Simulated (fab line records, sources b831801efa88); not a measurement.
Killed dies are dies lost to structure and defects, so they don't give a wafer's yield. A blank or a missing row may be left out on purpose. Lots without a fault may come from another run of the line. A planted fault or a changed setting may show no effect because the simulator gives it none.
fab line records | flow sky130
record lots=11 wafers=33 last_day=50
route steps=708 shown CONTACT@406 PAD_OPEN@708
lots that met no fault: from a run of the same line without faults
start_h: hours from the record's first day to the start of the lot's first wafer shown | wait_h: hours since the lot's step before | " the same as in the row above | L1.1+2: a row that stands for several wafers | - no value, or no start given | * or withheld: withheld | < > ~ a bound
route shown NAME@n: a module of which the file shows steps, and the number in the route of the first | usual: mean/standard deviation of fault-free wafers | same: alike in all rows | chamber/n: place in a boat | sites: the reading at each site | _std_site: their standard deviation | _edge_site: outer sites' mean less inner sites' | radius_mm: how far each site lies from the wafer's centre | mask NAME#n: copy n | behind: the tool/chamber that last shaped the wafer | hold: why the lot was held/for how many hours/how that ended | device: the transistor (n, p or np) that didn't switch | end of line: the same wafers' tests at the end of the route | a step without rows: its recipe alone | killed: dies lost to structure and defects at the first sort, not the wafer's yield | map: a wafer's dies, x killed, . not, _ none there
set.NAME: the setting as run; set.NAME@STEP: as run at that earlier step | model.NAME: the simulator's own value behind a step, which no gauge read
steps of the route over a sample of lots; a table a step, a row a wafer
services: from which hour (start_h, from the record's first day; less than 0 if before it) a tool's chamber was out of use, for how many hours, and why
## steps
# step SKY_CONTACT_CVD_00
# recipe material=Si3N4 target_thk_nm=75 temp_c=400 time_s=withheld rf_w=465.4
# usual heater_power_w=742/110 rf_fwd_power_W=460.3/1.9
# columns lot.wafer tool chamber start_h wait_h heater_power_w rf_fwd_power_W
L426.3 pecvd-01 2 728.71 0.0 802 461.7
L426.4 " 2 " " 778 462.3
L426.6 " 0 " " 710 462.0
L427.4 pecvd-03 1 730.03 0.0 949 462.4
L427.5 " 1 " " 964 463.1
L427.6 " 2 " " 819 458.7
L430.3 pecvd-01 1 764.40 0.0 622 459.8
L430.4 " 1 " " 643 461.8
L430.5 " 2 " " 787 461.3
L431.1 pecvd-02 1 776.21 0.0 630 459.7
L431.4 " 0 " " 581 462.0
L431.5 " 0 " " 582 461.9
L432.1 pecvd-03 0 780.90 0.0 760 457.8
L432.2 " 2 " " 728 457.7
L432.3 " 1 " " 962 461.3
L433.1 pecvd-02 0 784.22 0.0 539 458.4
L433.4 " 2 " " 865 459.9
L433.6 " 0 " " 547 458.4
L434.1 pecvd-03 2 793.67 0.0 780 459.4
L434.3 " 0 " " 802 458.5
L434.5 " 2 " " 787 457.7
L438.1 pecvd-03 2 824.23 0.0 825 458.4
L438.2 " 0 " " 795 458.1
L438.6 " 2 " " 816 458.7
L440.3 pecvd-01 0 834.02 0.0 714 464.5
L440.4 " 2 " " 907 461.3
L440.6 " 1 " " 633 460.9
L441.3 pecvd-01 1 841.59 0.0 686 461.3
L441.4 " 2 " " 839 459.6
L441.6 " 1 " " 681 460.8
L447.2 pecvd-03 0 885.32 0.0 671 456.5
L447.3 " 2 " " 738 460.4
L447.5 " 2 " " 775 461.0
# step SKY_CONTACT_COAT_09
# recipe resist=KrF-thick spin_rpm=3000 resist_thk_nm=450
# usual spin_speed_rpm=3000.5/1.8
# columns lot.wafer tool chamber start_h wait_h spin_speed_rpm
L426.3 litho_track-03 0 743 - 3001.5
L426.4 " 0 " " 3002.0
L426.6 " 0 " " 3001.3
L427.4 litho_track-02 0 745 - 2998.8
L427.5 " 0 " " 3001.3
L427.6 " 0 " " 3000.0
L430.3 litho_track-01 0 778 - 3000.8
L430.4 " 0 " " 2998.5
L430.5 " 0 " " 2999.1
L431.1 litho_track-02 0 789 - 2999.4
L431.4 " 0 " " 3001.7
L431.5 " 0 " " 2999.5
L432.1 litho_track-01 0 794 - 2999.6
L432.2 " 0 " " 3000.7
L432.3 " 0 " " 3000.1
L433.1 litho_track-01 0 798 - 3000.8
L433.4 " 0 " " 3003.4
L433.6 " 0 " " 3003.1
L434.1 litho_track-01 0 807 - 2998.7
L434.3 " 0 " " 2999.2
L434.5 " 0 " " 2999.2
L438.1 litho_track-03 0 837 - 3001.6
L438.2 " 0 " " 3001.4
L438.6 " 0 " " 3001.5
L440.3 litho_track-01 0 847 - 2998.0
L440.4 " 0 " " 3002.1
L440.6 " 0 " " 3002.0
L441.3 litho_track-01 0 855 - 3001.5
L441.4 " 0 " " 3001.6
L441.6 " 0 856 - 2999.2
L447.2 litho_track-02 0 897 - 3001.3
L447.3 " 0 " " 3001.2
L447.5 " 0 " " 3000.5
# step SKY_CONTACT_CD_MEAS_14
# recipe target_cd_nm=170
# usual cd_nm=170.3/1.5
# columns lot.wafer tool chamber start_h wait_h cd_nm
L426.3 cd_sem-01 - 757.73 - 171.2
L426.4 " - " " 169.7
L426.6 " - " " 170.1
L427.4 cd_sem-01 - 758.89 - 172.1
L427.5 " - " " 170.6
L427.6 " - " " 170.0
L430.3 cd_sem-02 - 791.42 - 173.1
L430.4 " - " " 173.5
L430.5 " - " " 172.6
L431.1 cd_sem-02 - 803.23 - 171.8
L431.4 " - " " 173.5
L431.5 " - " " 171.5
L432.1 cd_sem-01 - 808.24 - 171.4
L432.2 " - " " 170.7
L432.3 " - " " 170.5
L433.1 cd_sem-01 - 811.38 - 170.9
L433.4 " - " " 170.2
L433.6 " - " " 171.0
L434.1 cd_sem-01 - 820.34 - 172.4
L434.3 " - " " 169.0
L434.5 " - " " 172.2
L438.1 cd_sem-01 - 851.04 - 171.0
L438.2 " - " " 171.2
L438.6 " - " " 171.5
L440.3 cd_sem-02 - 860.73 - 163.5
L440.4 " - " " 166.0
L440.6 " - " " 164.6
L441.3 cd_sem-02 - 868.52 - 166.0
L441.4 " - " " 165.7
L441.6 " - " " 166.0
L447.2 cd_sem-02 - 910.95 - 169.9
L447.3 " - " " 168.3
L447.5 " - " " 168.6
# step SKY_CONTACT_ETCH_16
# recipe chemistry=N2/H2 target=BARC ion_energy_ev=200 source_w=500 bias_w=100 pressure_mtorr=30 n2_flow_sccm=100 h2_flow_sccm=200 stop_on=SiO2 time_s=45.9 target_depth_a=600
# usual drypump_motor_current_A=5.7/0.4 oes_product_au=0.855/0.0052 rf_fwd_power_W=494.7/2.3 throttle_valve_pct=13.225/0.0086
# same time_s=45.9
# columns lot.wafer tool chamber start_h wait_h drypump_motor_current_A oes_product_au rf_fwd_power_W rf_hours_counter_h throttle_valve_pct
L426.3 rie_diel-03 1 757.85 0.0 6.0 0.856 494.0 32 13.223
L426.4 " 2 " " 5.8 0.858 497.0 4 13.233
L426.6 " 1 " " 6.0 0.857 495.6 - 13.217
L427.4 rie_diel-03 3 758.99 0.0 6.4 0.859 491.3 1 13.236
L427.5 " 0 " " 5.2 0.857 494.1 - 13.232
L427.6 " 1 " " 6.0 0.860 493.7 - 13.215
L430.3 rie_diel-01 2 791.54 0.0 5.5 0.853 498.0 11 13.213
L430.4 " 0 " " 5.5 0.870 496.2 - 13.221
L430.5 " 2 " " 5.4 0.863 493.9 - 13.239
L431.1 rie_diel-04 3 803.39 0.0 5.3 0.849 495.3 4 13.228
L431.4 " 0 " " 5.7 0.860 493.7 19 13.210
L431.5 " 0 " " 5.7 0.852 492.5 - 13.230
L432.1 rie_diel-04 2 808.40 0.0 5.0 0.858 496.7 15 13.230
L432.2 " 0 " " 5.7 0.863 490.3 19 13.205
L432.3 " 1 " " 5.4 0.852 491.9 5 13.236
L433.1 rie_diel-01 0 811.54 0.0 5.5 0.849 496.6 0 13.225
L433.4 " 3 " " 6.1 0.846 492.0 10 13.235
L433.6 " 1 " " 6.1 0.855 495.1 - 13.224
L434.1 rie_diel-04 0 820.50 0.0 5.7 0.853 495.1 19 13.226
L434.3 " 2 " " 5.1 0.856 494.9 16 13.217
L434.5 " 0 " " 5.7 0.854 493.1 - 13.229
L438.1 rie_diel-04 2 851.20 0.0 5.1 0.863 495.7 16 13.218
L438.2 " 3 " " 5.3 0.852 491.6 5 13.210
L438.6 " 3 " " 5.3 0.851 489.7 - 13.237
L440.3 rie_diel-03 3 860.85 0.0 6.4 0.861 493.3 4 13.216
L440.4 " 2 " " 5.8 0.844 494.1 7 13.220
L440.6 " 2 " " 5.9 0.854 493.4 - 13.245
L441.3 rie_diel-04 0 868.64 0.0 5.7 0.857 492.0 20 13.226
L441.4 " 1 " " 5.4 0.853 495.1 7 13.215
L441.6 " 2 " " 5.0 0.855 499.0 - 13.219
L447.2 rie_diel-04 0 911.09 0.0 5.7 0.856 492.8 22 13.207
L447.3 " 3 " " 5.3 0.861 489.4 7 13.225
L447.5 " 3 " " 5.3 0.864 491.6 - 13.222
# step SKY_CONTACT_STRIP_19
# recipe chemistry=O2/N2 power_w=1400 pressure_mtorr=1500 platen_temp_c=withheld o2_flow_sccm=3000 n2_flow_sccm=300 overash_fraction=0.5
# usual drypump_motor_current_A=5.7/0.3 o2_flow_sccm=3001/8.5 oes_product_au=0.381/0.005 strip_time_to_endpoint_s=3.63/0.046
# same overash_fraction=0.5
# columns lot.wafer tool chamber start_h wait_h drypump_motor_current_A o2_flow_sccm oes_product_au rf_hours_counter_h strip_time_to_endpoint_s
L426.3 plasma_asher-03 0 758.01 - 5.5 2989 0.388 - 3.69
L426.4 " 1 " " 5.6 3010 0.379 - 3.61
L426.6 " 0 " " 5.5 2993 0.384 - 3.64
L427.4 plasma_asher-04 1 759.15 - 5.1 3011 0.372 - 3.63
L427.5 " 1 " " 5.1 3006 0.379 - 3.58
L427.6 " 0 " " 5.5 2988 0.386 - 3.72
L430.3 plasma_asher-03 1 791.70 - 5.6 2997 0.373 - 3.56
L430.4 " 0 " " 5.5 2998 0.369 - 3.62
L430.5 " 0 " " 5.5 3004 0.383 - 3.59
L431.1 plasma_asher-03 1 803.52 - 5.6 2995 0.389 61 3.69
L431.4 " 1 " " 5.6 3006 0.380 - 3.65
L431.5 " 0 " " 5.5 3005 0.389 - 3.67
L432.1 plasma_asher-04 0 808.53 - 5.6 2995 0.385 6 3.63
L432.2 " 1 " " 5.1 3006 0.384 6 3.65
L432.3 " 0 " " 5.6 3001 0.387 - 3.59
L433.1 plasma_asher-03 0 811.67 - 5.5 3012 0.382 62 3.56
L433.4 " 0 " " 5.5 2999 0.388 - 3.69
L433.6 " 0 " " 5.5 2985 0.375 - 3.58
L434.1 plasma_asher-03 1 820.63 - 5.6 3003 0.383 63 3.67
L434.3 " 0 " " 5.5 2997 0.384 - 3.64
L434.5 " 0 " " 5.5 2995 0.387 - 3.67
L438.1 plasma_asher-04 0 851.33 - 5.6 2993 0.380 11 3.64
L438.2 " 1 " " 5.1 2983 0.378 11 3.67
L438.6 " 0 " " 5.6 2996 0.388 - 3.67
L440.3 plasma_asher-03 1 861.01 - 5.6 3009 0.424 - 4.73
L440.4 " 0 " " 5.5 3018 0.426 - 4.66
L440.6 " 1 " " 5.6 2998 0.429 - 4.69
L441.3 plasma_asher-03 1 868.80 - 5.5 3004 0.427 - 4.69
L441.4 " 0 " " 5.5 3002 0.420 - 4.67
L441.6 " 0 " " 5.5 2996 0.429 - 4.71
L447.2 plasma_asher-03 0 911.22 - 5.5 2996 0.374 72 3.63
L447.3 " 0 " " 5.5 3002 0.376 - 3.67
L447.5 " 1 " " 5.6 3001 0.381 - 3.64
# step SKY_CONTACT_THK_MEAS_26
# recipe thk_meas_gauge=xrf reads=W_of_CONTACT_CVD_24
# usual CONTACT_W_THK=347/5.9
# columns lot.wafer tool chamber start_h wait_h CONTACT_W_THK[nm]
L426.3 film_metro-04 - 758.93 0.1 344
L426.4 " - " " 353
L426.6 " - " " 345
L427.4 film_metro-03 - 760.03 0.1 336
L427.5 " - " " 344
L427.6 " - " " 337
L430.3 film_metro-03 - 792.57 0.1 349
L430.4 " - " " 348
L430.5 " - " " 344
L431.1 film_metro-01 - 804.41 0.1 346
L431.4 " - " " 350
L431.5 " - " " 348
L432.1 film_metro-01 - 809.46 0.1 340
L432.2 " - " " 348
L432.3 " - " " 341
L433.1 film_metro-01 - 812.57 0.1 339
L433.4 " - " " 361
L433.6 " - " " 357
L434.1 film_metro-01 - 821.55 0.1 343
L434.3 " - " " 343
L434.5 " - " " 342
L438.1 film_metro-03 - 852.21 0.1 348
L438.2 " - " " 346
L438.6 " - " " 344
L440.3 film_metro-03 - 861.88 0.1 344
L440.4 " - " " 347
L440.6 " - " " 346
L441.3 film_metro-01 - 869.68 0.1 356
L441.4 " - " " 338
L441.6 " - " " 351
L447.2 film_metro-01 - 912.23 0.1 345
L447.3 " - " " 345
L447.5 " - " " 344
# step SKY_PAD_OPEN_PROBE_99
# usual killed_at_M0_to_M3=43/6.6 killed_at_M4_up=2.9/1.8 killed_at_contacts=25/5.3 killed_at_front_end=15/4.1 killed_at_other=0.3/0.6 killed_dies=86/8.8 killed_open=47/6.7 killed_short=39/6.2
# same gross_dies=492 killed_at_back_side=0
# columns lot.wafer tool chamber start_h wait_h killed_at_M0_to_M3 killed_at_M4_up killed_at_contacts killed_at_front_end killed_at_other killed_dies killed_open killed_short
L434.1 prober-02 - 1141.26 0.1 43 2 17 13 0 75 39 36
L434.3 prober-02 - 1141.36 0.2 38 6 29 18 0 91 49 42
L434.5 prober-02 - 1141.46 0.2 54 0 26 9 0 89 48 41
L440.4 prober-02 - 1170.26 0.2 46 1 20 12 0 79 43 36
L441.3 prober-01 - 1176.62 0.2 38 3 30 8 0 79 43 36
L441.4 prober-01 - 1176.67 0.2 29 2 26 7 0 64 33 31
L441.6 prober-01 - 1176.77 0.2 43 8 17 15 0 83 39 44
# killed by level:class
L434.1 VIA3:geometric_particle:open=11 VIA1:geometric_particle:open=7 LOCAL_INTERCONNECT:geometric_particle:short=6 VIA2:geometric_particle:open=5 VIA3:geometric_particle:short=5 FIELD_ISO:geometric_particle:short=4 LI_CONTACT:geometric_particle:open=4 CONTACT:geometric_particle:open=4
L434.3 CONTACT:geometric_particle:open=12 LI_CONTACT:geometric_particle:open=7 FIELD_ISO:geometric_particle:open=6 CONTACT:geometric_particle:short=6 VIA2:geometric_particle:open=6 METAL1:geometric_particle:short=6 VIA1:geometric_particle:short=6 POLY_GATE:geometric_particle:open=5
L434.5 VIA1:geometric_particle:open=16 CONTACT:geometric_particle:short=8 CONTACT:geometric_particle:open=8 VIA2:geometric_particle:open=7 METAL1:geometric_particle:short=6 VIA3:geometric_particle:open=6 LI_CONTACT:geometric_particle:open=5 METAL2:geometric_particle:short=5
L440.4 VIA3:geometric_particle:open=15 VIA1:geometric_particle:open=8 FIELD_ISO:geometric_particle:short=5 LI_CONTACT:geometric_particle:open=5 VIA1:geometric_particle:short=5 CONTACT:geometric_particle:open=5 LOCAL_INTERCONNECT:geometric_particle:short=4 METAL1:geometric_particle:short=4
L441.3 LI_CONTACT:geometric_particle:open=10 CONTACT:geometric_particle:open=10 METAL2:geometric_particle:short=7 VIA3:geometric_particle:open=7 VIA2:geometric_particle:open=6 METAL1:geometric_particle:short=6 VIA1:geometric_particle:open=5 CONTACT:geometric_particle:short=5
L441.4 LI_CONTACT:geometric_particle:open=11 VIA1:geometric_particle:open=9 LOCAL_INTERCONNECT:geometric_particle:short=5 CONTACT:geometric_particle:short=5 VIA2:geometric_particle:short=4 VIA1:geometric_particle:short=4 VIA3:geometric_particle:open=3 LI_CONTACT:geometric_particle:short=3
L441.6 VIA1:geometric_particle:short=8 VIA1:geometric_particle:open=8 LI_CONTACT:geometric_particle:short=7 METAL2:geometric_particle:short=6 CONTACT:geometric_particle:open=6 METAL4:geometric_particle:short=6 METAL1:geometric_particle:open=5 POLY_GATE:geometric_particle:open=4
## services
# columns tool chamber start_h hours kind
pecvd-01 0 707.52 4.7 repair
rie_diel-03 1 716.87 3.0 repair
pecvd-03 - 720.29 2.0 repair
rie_diel-01 0 721.76 9.7 repair
rie_diel-01 3 724.90 10.0 repair
pecvd-03 - 730.83 2.8 pm
plasma_asher-04 - 733.75 9.0 pm
rie_diel-03 - 733.75 0.5 repair
pecvd-02 - 737.63 1.4 repair
pecvd-03 0 737.69 4.7 repair
rie_diel-04 - 737.98 2.8 pm
rie_diel-01 2 747.04 12.2 repair
plasma_asher-03 - 751.83 6.1 repair
rie_diel-01 - 757.43 2.8 pm
rie_diel-03 0 762.47 4.5 repair
plasma_asher-04 - 799.18 5.8 repair
rie_diel-04 - 814.09 2.4 repair
rie_diel-03 - 814.75 2.0 repair
rie_diel-04 2 824.43 4.9 repair
pecvd-03 2 833.52 19.0 repair
rie_diel-03 0 872.27 21.1 repair
rie_diel-03 1 897.48 14.5 repair
plasma_asher-04 - 902.35 28.1 pm
rie_diel-04 1 908.04 21.6 repair
## key
first_sign step=SKY_CONTACT_CD_MEAS_14 reading=cd_nm direction=down sigmas=3.2 usual=170.3 struck=165.3
effect step=SKY_CONTACT_STRIP_19 reading=strip_time_to_endpoint_s direction=up sigmas=23 usual=* struck=*
met_at SKY_CONTACT_COAT_09
struck_lots L440,L441
tester_left_out L440,L441
not_acting_at SKY_CONTACT_CVD_00,SKY_CONTACT_ETCH_16,SKY_CONTACT_THK_MEAS_26
onset_between 807 847
fault kind=process_parameter_drift tool=litho_track-01 chamber=- onset_h=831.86 steps=SKY_CONTACT_COAT_09 channel=resist_thk_nm offset=102.36 shape=step end_h=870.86 acts_in=these_recipes_only stated=450
# tester_left_out: of these lots the tester's yield and bins aren't shown, on N5 and GAA mostly nor the transistor test; their killed dies are dies lost to structure and defects alone, not to doping, threshold or leakage, so they don't give the yield
